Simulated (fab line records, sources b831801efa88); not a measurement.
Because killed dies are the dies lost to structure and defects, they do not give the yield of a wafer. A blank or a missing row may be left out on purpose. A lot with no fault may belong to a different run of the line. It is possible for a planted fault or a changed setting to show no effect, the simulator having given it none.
Problem report, 8D (eight disciplines) form, completed by code    flow sky130    the parts of the form that need people (team, actions taken, sign-off) are left out

1. PROBLEM STATEMENT
beamEnergyKeV at SKY_LDD_N_IMPLANT_09 reads a mean of 16.647 on 6 wafers of 2 lots; wafers without a fault read 20.000 with a standard deviation of 0.0069. So: -99 or more standard deviations from the usual mean.
The first sign was on wafer L651.1 at day 23 22:11, on implanter-04. At this step, 36 wafers from 12 lots have a number in the record. Rule for "out", or "out of limits": more than 4 standard deviations from the usual mean. All remaining wafers that have a number are taken as sound.

2. WHAT THIS IS AND IS NOT
question                     is                      is not
which readings at this step  beamEnergyKeV           -
which lots                   L651, L654              L638, L639, L640, L643, L647, L648, L655, L656, L657, L658
which wafers of those lots   all that have a number  -
read on which tools          implanter-04            implanter-01, implanter-02
when                         from day 23 22:11       up to then (18 sound wafers); but 12 sound wafers of L655, L656, L657, L658 came after

3. WHAT RULES OUT EACH SUSPECT
Counting: any tool at a process step up to the reading is kept as a suspect provided that every lot that is out went through it and no sound lot did after the first of them.
- implanter-04 at SKY_LDD_N_IMPLANT_09: kept. It ran every lot that is out, first L651 (day 23 22:11), and no sound lot after that; its last sound lot up to then is L647 (day 21 12:47). Out on those wafers are its own readings of beamEnergyKeV.
Remaining after the count: implanter-04 at SKY_LDD_N_IMPLANT_09.

4. THE CAUSE (what the simulator had put in)
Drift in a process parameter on implanter-04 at SKY_LDD_N_IMPLANT_09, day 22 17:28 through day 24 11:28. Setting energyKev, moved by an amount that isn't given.
Counting left only this tool.

5. THE EFFECT CHAIN, in route order
Each row: a reading whose mean over the struck wafers that have a number lies more than 3 standard deviations from the usual. Only readings whose record carries a usual standard deviation are examined. hours: median over the lots of the time between each lot's start at the first step of this table that gives one and its start at this step. sigmas: the change, counted in usual standard deviations.
hours  step                  reading           usual    on struck wafers  change  sigmas
0      SKY_LDD_N_IMPLANT_09  beamEnergyKeV     20.000   16.647            -3.353  -99 or more
0      SKY_LDD_N_IMPLANT_09  beamOnS           10.02 s  10.88             +0.86   +4.3
0      SKY_LDD_N_IMPLANT_09  faradayCurrentUA  422      389               -33     -3.9
Process steps it contains:
- SKY_LDD_N_IMPLANT_09

6. WHAT WOULD HAVE CAUGHT IT SOONER
The fault began at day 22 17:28; the first out-of-limits reading in this record came at day 23 22:11, 29 hours later.
